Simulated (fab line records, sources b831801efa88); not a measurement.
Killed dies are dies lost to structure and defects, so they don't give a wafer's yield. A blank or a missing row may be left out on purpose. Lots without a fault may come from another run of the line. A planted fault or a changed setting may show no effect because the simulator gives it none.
fab line records | flow sky130
record lots=6 wafers=18 last_day=51
route steps=708 shown VIA4@639 PAD_OPEN@708
lots that met no fault: from a run of the same line without faults
start_h: hours from the record's first day to the start of the lot's first wafer shown | wait_h: hours since the lot's step before | " the same as in the row above | L1.1+2: a row that stands for several wafers | - no value, or no start given | * or withheld: withheld | < > ~ a bound
route shown NAME@n: a module of which the file shows steps, and the number in the route of the first | usual: mean/standard deviation of fault-free wafers | same: alike in all rows | chamber/n: place in a boat | sites: the reading at each site | _std_site: their standard deviation | _edge_site: outer sites' mean less inner sites' | radius_mm: how far each site lies from the wafer's centre | mask NAME#n: copy n | behind: the tool/chamber that last shaped the wafer | hold: why the lot was held/for how many hours/how that ended | device: the transistor (n, p or np) that didn't switch | end of line: the same wafers' tests at the end of the route | a step without rows: its recipe alone | killed: dies lost to structure and defects at the first sort, not the wafer's yield | map: a wafer's dies, x killed, . not, _ none there
set.NAME: the setting as run; set.NAME@STEP: as run at that earlier step | model.NAME: the simulator's own value behind a step, which no gauge read
lots at some steps of the route; a table a step, a row a wafer
services: from which hour (start_h, from the record's first day; less than 0 if before it) a tool's chamber was out of use, for how many hours, and why
## steps
# step SKY_VIA4_HDPCVD_00
# recipe material=SiO2 target_thk_nm=1750 sigma_open_frac=0.3 time_s=291.7 temp_c=400 sih4_flow_sccm=60 pressure_mtorr=6
# step SKY_VIA4_THK_MEAS_01
# recipe reads=SiO2_of_VIA4_HDPCVD_00
# usual VIA4_HDPCVD_THK=1754/21
# columns lot.wafer tool chamber start_h wait_h VIA4_HDPCVD_THK[nm]
L763.1 film_metro-02 - 1074.02 0.1 1756
L763.2 " - " " 1791
L763.3 " - " " 1773
L765.1 film_metro-03 - 1090.81 0.1 1764
L765.3 " - " " 1744
L765.5 " - " " 1776
L764.2 film_metro-02 - 1091.14 0.1 1768
L764.4 " - " " 1768
L764.5 " - " " 1796
L766.2 film_metro-01 - 1096.56 0.1 1747
L766.3 " - " " 1769
L766.5 " - " " 1747
L771.1 film_metro-01 - 1122.68 0.1 1759
L771.4 " - " " 1764
L771.6 " - " " 1752
L775.1 film_metro-02 - 1145.60 0.1 1761
L775.2 " - " " 1748
L775.3 " - " " 1715
# step SKY_VIA4_CMP_02
# recipe material=SiO2 down_force_psi=4 platen_rpm=60 pad_velocity_m_s=0.94248
# usual motor_current_A=12.5/1.3
# columns lot.wafer tool chamber start_h wait_h motor_current_A
L763.2 cmp-02 3 1074.08 0.0 10.7
L763.3 " 1 " " 13.4
L763.1 " 2 " " 12.0
L765.3 cmp-01 2 1090.92 0.1 11.5
L765.1 " 3 " " 11.0
L765.5 " 1 " " 14.8
L764.2 cmp-02 1 1091.19 0.0 13.8
L764.4 " 3 " " 11.0
L764.5 " 2 " " 11.7
L766.3 cmp-02 0 1096.71 0.1 12.8
L766.2 " 1 " " 13.4
L766.5 " 2 " " 11.7
L771.4 cmp-01 3 1122.79 0.1 11.2
L771.1 " 0 " " 13.4
L771.6 " 2 " " 11.1
L775.1 cmp-02 3 1145.71 0.1 11.0
L775.3 " 0 " " 12.8
L775.2 " 1 " " 13.7
# step SKY_VIA4_BOW_MEAS_03
# recipe mode=bow
# usual VIA4_BOW=82/8.1
# columns lot.wafer tool chamber start_h wait_h VIA4_BOW[um]
L763.1 film_metro-01 - 1074.38 0.1 77
L763.2 " - " " 76
L763.3 " - " " 80
L765.1 film_metro-01 - 1091.17 0.1 89
L765.3 " - " " 84
L765.5 " - " " 89
L764.2 film_metro-02 - 1091.51 0.3 78
L764.4 " - " " 83
L764.5 " - " " 66
L766.2 film_metro-01 - 1096.93 0.1 92
L766.3 " - " " 82
L766.5 " - " " 85
L771.1 film_metro-03 - 1123.04 0.1 79
L771.4 " - " " 82
L771.6 " - " " 82
L775.1 film_metro-02 - 1145.96 0.2 77
L775.2 " - " " 75
L775.3 " - " " 78
# step SKY_VIA4_DEHYDRATE_04
# recipe temp_c=200 time_s=60
# step SKY_VIA4_HMDS_05
# recipe prime_time_s=60 prime_temp_c=120
# step SKY_VIA4_COAT_06
# recipe resist=NOVOLAK spin_rpm=3000 resist_thk_nm=1140
# step SKY_VIA4_SOFTBAKE_07
# recipe temp_c=90 time_s=60 resist=NOVOLAK
# step SKY_VIA4_EXPOSE_08
# recipe mask_id=VIM4 na=0.6 source_shape=conventional sigma_outer=0.6 polarization=unpolarized target_cd_nm=800 dose_mj=132
# step SKY_VIA4_PEB_09
# recipe temp_c=withheld time_s=* resist=NOVOLAK
# step SKY_VIA4_DEVELOP_10
# recipe resist=NOVOLAK developer=TMAH develop_time_s=60 dev_temp_c=23.58
# step SKY_VIA4_OVL_MEAS_11
# usual VIA4_OVL=1.3/1.5
# columns lot.wafer tool chamber start_h wait_h VIA4_OVL[nm]
L763.1 overlay-02 - 1096.40 0.1 2.3
L763.2 " - " " 1.2
L763.3 " - " " 2.1
L765.1 overlay-02 - 1112.35 0.1 3.3
L765.3 " - " " 2.6
L765.5 " - " " 1.8
L764.2 overlay-01 - 1112.36 0.1 -0.2
L764.4 " - " " -0.8
L764.5 " - " " 0.9
L766.2 overlay-01 - 1117.04 0.1 1.9
L766.3 " - " " 2.6
L766.5 " - " " 2.3
L771.1 overlay-02 - 1142.60 0.1 1.4
L771.4 " - " " 1.8
L771.6 " - " " 4.4
L775.1 overlay-01 - 1164.58 0.1 1.6
L775.2 " - " " 1.2
L775.3 " - " " 2.8
# step SKY_VIA4_ETCH_12
# recipe target=SiO2 chemistry=C4F8/O2/Ar stop_on=TiN mask_material=NOVOLAK source_w=1500 bias_w=1200 pressure_mtorr=40 c4f8_flow_sccm=withheld O2_flow_sccm=6 Ar_flow_sccm=300 time_s=withheld target_depth_a=5800
# usual bias_w=1200/3.5 chamber_pressure_mTorr=40.00/0.037 oes_product_au=0.927/0.0048
# columns lot.wafer tool chamber start_h wait_h bias_w chamber_pressure_mTorr oes_product_au model.NOVOLAK_of_VIA4_COAT_06.thk_nm
L763.1 rie_diel-01 2 1096.44 0.0 1202 39.97 0.923 1007
L763.2 " 0 " " 1199 40.00 0.919 1006
L763.3 " 2 " " 1200 39.99 0.928 1004
L765.1 rie_diel-01 1 1112.39 0.0 1201 39.97 0.924 1010
L765.3 " 0 " " 1198 39.92 0.933 1010
L765.5 " 2 " " 1195 40.05 0.923 1009
L764.2 rie_diel-02 2 1112.39 0.0 - - - 1142
L764.4 " 0 " " - - - 1143
L764.5 " 1 " " - - - 1141
L766.2 rie_diel-02 2 1117.07 0.0 - - - 1141
L766.3 " 0 " " - - - 1145
L766.5 " 2 " " - - - 1140
L771.1 rie_diel-02 1 1142.64 0.0 1203 40.01 0.926 1007
L771.4 " 2 " " 1202 40.03 0.925 1004
L771.6 " 0 " " 1199 40.03 0.928 1007
L775.1 rie_diel-01 2 1164.62 0.0 1198 40.00 0.930 1008
L775.2 " 1 " " 1196 40.00 0.927 1009
L775.3 " 0 " " 1197 39.96 0.919 1009
# step SKY_VIA4_STRIP_13
# recipe chemistry=O2/N2 power_w=1400 pressure_mtorr=1500 platen_temp_c=withheld o2_flow_sccm=3000 n2_flow_sccm=300 overash_fraction=0.5
# usual drypump_motor_current_A=5.8/0.4 oes_product_au=0.710/0.0047 strip_time_to_endpoint_s=12.802/0.028
# columns lot.wafer tool chamber start_h wait_h drypump_motor_current_A oes_product_au rf_hours_counter_h strip_time_to_endpoint_s
L763.1 plasma_asher-02 0 1096.54 - 5.7 0.713 91 12.829
L763.2 " 1 " " 6.4 0.712 91 12.816
L763.3 " 0 " " 5.7 0.713 - 12.793
L765.1 plasma_asher-02 0 1112.46 - 5.7 0.709 92 12.803
L765.3 " 1 " " 6.3 0.709 - 12.791
L765.5 " 0 " " 5.7 0.706 - 12.780
L764.2 plasma_asher-01 0 1112.46 - 5.0 0.715 36 14.206
L764.4 " 0 " " 5.0 0.721 - 14.205
L764.5 " 1 " " 5.7 0.715 - 14.191
L766.2 plasma_asher-02 1 1117.14 - 6.3 0.719 92 14.199
L766.3 " 1 " " 6.3 0.717 - 14.234
L766.5 " 1 " " 6.3 0.719 - 14.181
L771.1 plasma_asher-02 0 1142.71 - 5.7 0.716 95 12.820
L771.4 " 1 " " 6.3 0.706 - 12.774
L771.6 " 1 " " 6.3 0.715 - 12.825
L775.1 plasma_asher-02 1 1164.69 - 6.3 0.710 97 12.850
L775.2 " 0 " " 5.7 0.712 97 12.779
L775.3 " 1 " " 6.3 0.707 - 12.772
# step SKY_VIA4_STRIP_14
# recipe chemistry=post_etch_residue_remover time_s=1200 temp_c=72.5
# step SKY_PAD_OPEN_PROBE_99
# usual defect_limited_yield=82.5/2.2 killed_at_M0_to_M3=43/7.5 killed_at_M4_up=3.2/1.9 killed_at_contacts=24/5.6 killed_at_front_end=15/4.8 killed_at_other=0.2/0.54 killed_dies=86/11 killed_on_rim=17/3.6 killed_open=47/7.6 killed_short=39/7.1 sort_bin_3_pad_short=0.8/0.36 sort_bin_5_function=10.4/1.6 sort_bin_6_memory=6.3/1.3 sort_n_pass=406/11 sort_yield_pct=82.5/2.2
# same gross_dies=492 killed_at_back_side=0 sort_bin_4_leakage[%]=0 sort_bin_8_speed[%]=0
# columns lot.wafer tool chamber start_h wait_h defect_limited_yield[%] killed_at_M0_to_M3 killed_at_M4_up killed_at_contacts killed_at_front_end killed_at_other killed_dies killed_on_rim killed_open killed_short sort_bin_3_pad_short[%] sort_bin_5_function[%] sort_bin_6_memory[%] sort_n_pass sort_yield_pct[%]
L763.1 prober-01 - 1161.21 0.1 77.4 55 1 31 24 0 111 21 59 52 0.8 13.4 8.3 381 77.4
L763.2 prober-01 - 1161.26 0.1 81.1 50 3 21 18 1 93 20 45 48 0.8 11.6 6.5 399 81.1
L763.3 prober-01 - 1161.31 0.2 83.1 41 2 23 17 0 83 13 51 32 1.2 10.4 5.3 409 83.1
L765.1 prober-02 - 1173.94 0.1 79.1 61 2 28 12 0 103 20 53 50 0.6 11.8 8.5 389 79.1
L765.3 prober-02 - 1174.04 0.2 82.9 37 2 31 14 0 84 22 41 43 0.4 10.0 6.7 408 82.9
L765.5 prober-02 - 1174.14 0.2 83.7 39 2 22 17 0 80 10 38 42 0.8 8.5 6.9 412 83.7
L764.2 prober-01 - 1174.47 0.1 0 39 414 31 8 0 492 96 49 31 1.0 92.9 6.1 0 0
L764.4 prober-01 - 1174.57 0.2 0 43 395 34 20 0 492 96 54 46 0.6 92.3 7.1 0 0
L764.5 prober-01 - 1174.62 0.2 0 57 399 25 10 1 492 96 55 40 1.2 90.4 8.3 0 0
L766.2 prober-02 - 1177.59 0.1 0 28 429 24 11 0 492 96 34 34 0.6 94.1 5.3 0 0
L766.3 prober-02 - 1177.64 0.2 0 38 415 21 17 1 492 96 33 45 0.4 95.1 4.5 0 0
L766.5 prober-02 - 1177.74 0.2 0 39 416 19 18 0 492 96 42 40 0.4 92.9 6.7 0 0
L775.1 prober-01 - 1219.38 0.1 83.7 42 6 20 12 0 80 13 49 31 0.6 8.9 6.7 412 83.7
L775.2 prober-01 - 1219.43 0.1 88.0 32 4 15 8 0 59 11 37 22 0.4 7.1 4.5 433 88.0
L775.3 prober-01 - 1219.48 0.2 85.4 39 1 19 13 0 72 13 40 32 1.2 8.5 4.9 420 85.4
# killed by level:class
L763.1 VIA1:geometric_particle:open=13 VIA2:geometric_particle:open=9 LI_CONTACT:geometric_particle:open=8 FIELD_ISO:geometric_particle:open=7 POLY_GATE:geometric_particle:short=7 CONTACT:geometric_particle:short=7 CONTACT:geometric_particle:open=7 LI_CONTACT:geometric_particle:short=6
L763.2 VIA1:geometric_particle:open=11 METAL1:geometric_particle:short=9 CONTACT:geometric_particle:open=8 VIA2:geometric_particle:open=8 VIA3:geometric_particle:open=7 FIELD_ISO:geometric_particle:short=6 FIELD_ISO:geometric_particle:open=6 CONTACT:geometric_particle:short=6
L763.3 LI_CONTACT:geometric_particle:open=9 CONTACT:geometric_particle:open=8 VIA1:geometric_particle:open=8 FIELD_ISO:geometric_particle:open=6 METAL1:geometric_particle:short=6 VIA1:geometric_particle:short=5 CONTACT:geometric_particle:short=4 METAL2:geometric_particle:short=4
L765.1 CONTACT:geometric_particle:open=14 VIA1:geometric_particle:open=10 VIA2:geometric_particle:open=9 METAL1:geometric_particle:short=7 METAL2:geometric_particle:short=7 VIA3:geometric_particle:open=6 VIA2:geometric_particle:short=6 LI_CONTACT:geometric_particle:short=5
L765.3 CONTACT:geometric_particle:open=13 POLY_GATE:geometric_particle:short=8 VIA1:geometric_particle:open=7 METAL1:geometric_particle:short=6 FIELD_ISO:geometric_particle:open=5 LI_CONTACT:geometric_particle:open=5 LOCAL_INTERCONNECT:geometric_particle:short=5 CONTACT:geometric_particle:short=5
L765.5 VIA1:geometric_particle:open=12 METAL2:geometric_particle:short=9 FIELD_ISO:geometric_particle:short=7 LI_CONTACT:geometric_particle:open=6 CONTACT:geometric_particle:short=6 CONTACT:geometric_particle:open=5 VIA1:geometric_particle:short=4 VIA2:geometric_particle:open=4
L764.2 VIA4:area_etch=412 CONTACT:geometric_particle:open=13 VIA1:geometric_particle:open=13 CONTACT:geometric_particle:short=9 LI_CONTACT:geometric_particle:open=6 VIA3:geometric_particle:open=5 VIA2:geometric_particle:open=4 VIA1:geometric_particle:short=4
L764.4 VIA4:area_etch=392 CONTACT:geometric_particle:open=20 VIA1:geometric_particle:short=10 VIA1:geometric_particle:open=8 METAL2:geometric_particle:short=8 VIA2:geometric_particle:open=7 FIELD_ISO:geometric_particle:open=5 LI_CONTACT:geometric_particle:open=5
L764.5 VIA4:area_etch=397 VIA1:geometric_particle:open=12 VIA1:geometric_particle:short=10 VIA3:geometric_particle:open=9 VIA2:geometric_particle:open=8 CONTACT:geometric_particle:open=8 METAL2:geometric_particle:short=7 LI_CONTACT:geometric_particle:open=5
L766.2 VIA4:area_etch=424 LOCAL_INTERCONNECT:geometric_particle:short=7 CONTACT:geometric_particle:open=7 VIA1:geometric_particle:open=6 CONTACT:geometric_particle:short=5 METAL1:geometric_particle:short=5 VIA3:geometric_particle:open=5 SPACER:geometric_particle:open=4
L766.3 VIA4:area_etch=414 LI_CONTACT:geometric_particle:open=11 METAL2:geometric_particle:short=9 POLY_GATE:geometric_particle:short=8 VIA1:geometric_particle:open=6 METAL1:geometric_particle:short=5 LOCAL_INTERCONNECT:geometric_particle:short=4 CONTACT:geometric_particle:open=4
L766.5 VIA4:area_etch=410 VIA2:geometric_particle:open=9 VIA3:geometric_particle:open=7 POLY_GATE:geometric_particle:open=6 CONTACT:geometric_particle:short=5 CONTACT:geometric_particle:open=5 METAL4:geometric_particle:short=5 METAL2:geometric_particle:short=5
L775.1 VIA1:geometric_particle:open=11 FIELD_ISO:geometric_particle:open=6 VIA2:geometric_particle:open=6 LI_CONTACT:geometric_particle:open=6 LOCAL_INTERCONNECT:geometric_particle:short=5 CONTACT:geometric_particle:open=5 METAL2:geometric_particle:short=4 METAL4:geometric_particle:short=4
L775.2 VIA1:geometric_particle:open=11 LI_CONTACT:geometric_particle:open=7 VIA2:geometric_particle:open=5 VIA3:geometric_particle:open=5 FIELD_ISO:geometric_particle:short=3 FIELD_ISO:geometric_particle:open=3 LOCAL_INTERCONNECT:geometric_particle:short=3 CONTACT:geometric_particle:open=3
L775.3 VIA1:geometric_particle:open=11 CONTACT:geometric_particle:open=7 METAL1:geometric_particle:short=5 VIA2:geometric_particle:open=5 METAL2:geometric_particle:short=5 POLY_GATE:geometric_particle:short=4 LI_CONTACT:geometric_particle:open=4 POLY_GATE:geometric_particle:open=3
# map L764.2 (x killed, . not)
__________xxxxxxxxxx_________
________xxxxxxxxxxxxxx_______
______xxxxxxxxxxxxxxxxxx_____
_____xxxxxxxxxxxxxxxxxxxx____
____xxxxxxxxxxxxxxxxxxxxxx___
___xxxxxxxxxxxxxxxxxxxxxxxx__
__xxxxxxxxxxxxxxxxxxxxxxxxxx_
_xxxxxxxxxxxxxxxxxxxxxxxxxxxx
_xxxxxxxxxxxxxxxxxxxxxxxxxxxx
_xxxxxxxxxxxxxxxxxxxxxxxxxxxx
_xxxxxxxxxxxxxxxxxxxxxxxxxxxx
_xxxxxxxxxxxxxxxxxxxxxxxxxxxx
_xxxxxxxxxxxxxxxxxxxxxxxxxxxx
_xxxxxxxxxxxxxxxxxxxxxxxxxxxx
_xxxxxxxxxxxxxxxxxxxxxxxxxxxx
__xxxxxxxxxxxxxxxxxxxxxxxxxx_
___xxxxxxxxxxxxxxxxxxxxxxxx__
____xxxxxxxxxxxxxxxxxxxxxx___
_____xxxxxxxxxxxxxxxxxxxx____
______xxxxxxxxxxxxxxxxxx_____
________xxxxxxxxxxxxxx_______
__________xxxxxxxxxx_________
# map L766.2 (x killed, . not)
__________xxxxxxxxxx_________
________xxxxxxxxxxxxxx_______
______xxxxxxxxxxxxxxxxxx_____
_____xxxxxxxxxxxxxxxxxxxx____
____xxxxxxxxxxxxxxxxxxxxxx___
___xxxxxxxxxxxxxxxxxxxxxxxx__
__xxxxxxxxxxxxxxxxxxxxxxxxxx_
_xxxxxxxxxxxxxxxxxxxxxxxxxxxx
_xxxxxxxxxxxxxxxxxxxxxxxxxxxx
_xxxxxxxxxxxxxxxxxxxxxxxxxxxx
_xxxxxxxxxxxxxxxxxxxxxxxxxxxx
_xxxxxxxxxxxxxxxxxxxxxxxxxxxx
_xxxxxxxxxxxxxxxxxxxxxxxxxxxx
_xxxxxxxxxxxxxxxxxxxxxxxxxxxx
_xxxxxxxxxxxxxxxxxxxxxxxxxxxx
__xxxxxxxxxxxxxxxxxxxxxxxxxx_
___xxxxxxxxxxxxxxxxxxxxxxxx__
____xxxxxxxxxxxxxxxxxxxxxx___
_____xxxxxxxxxxxxxxxxxxxx____
______xxxxxxxxxxxxxxxxxx_____
________xxxxxxxxxxxxxx_______
__________xxxxxxxxxx_________
## services
# columns tool chamber start_h hours kind
cmp-02 - 1063.77 0.3 repair
cmp-01 - 1066.94 6.1 repair
plasma_asher-02 - 1067.98 1.8 repair
cmp-01 - 1084.28 4.0 pm
cmp-02 - 1087.09 0.4 repair
cmp-01 - 1088.28 - consumable_replace:conditioner
cmp-01 - 1088.28 - consumable_replace:pad
rie_diel-01 3 1093.81 3.5 repair
rie_diel-01 1 1096.11 12.4 repair
cmp-02 - 1096.98 1.0 repair
plasma_asher-02 - 1102.45 1.2 repair
cmp-02 - 1105.87 4.3 repair
cmp-02 - 1130.17 6.0 repair
rie_diel-01 3 1132.41 3.4 repair
cmp-02 - 1152.72 1.0 repair
cmp-02 - 1161.21 4.3 pm
## key
first_sign step=SKY_VIA4_ETCH_12 reading=tool_record direction=missing
effect step=SKY_VIA4_STRIP_13 reading=strip_time_to_endpoint_s direction=up sigmas=50 usual=* struck=*
effect step=SKY_PAD_OPEN_PROBE_99 reading=killed_at_M4_up direction=up sigmas=99+ usual=3.2 struck=411.3
model_effect step=SKY_VIA4_ETCH_12 value=NOVOLAK_of_VIA4_COAT_06.thk_nm without=1012 struck=1142
more_kills_born_at SKY_VIA4_ETCH_12@rie_diel-02=2449
met_at SKY_VIA4_ETCH_12
struck_wafers L764.2,L764.4,L764.5,L766.2,L766.3,L766.5
later_rows_left_out L764.2,L764.4,L764.5,L766.2,L766.3,L766.5
fault kind=skipped_step_whole tool=rie_diel-02 chamber=- onset_h=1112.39 steps=SKY_VIA4_ETCH_12 scope=struck_lots_only
# later_rows_left_out: the simulator's readings of these wafers behind a module that went badly wrong aren't trusted and aren't shown, but for the sort
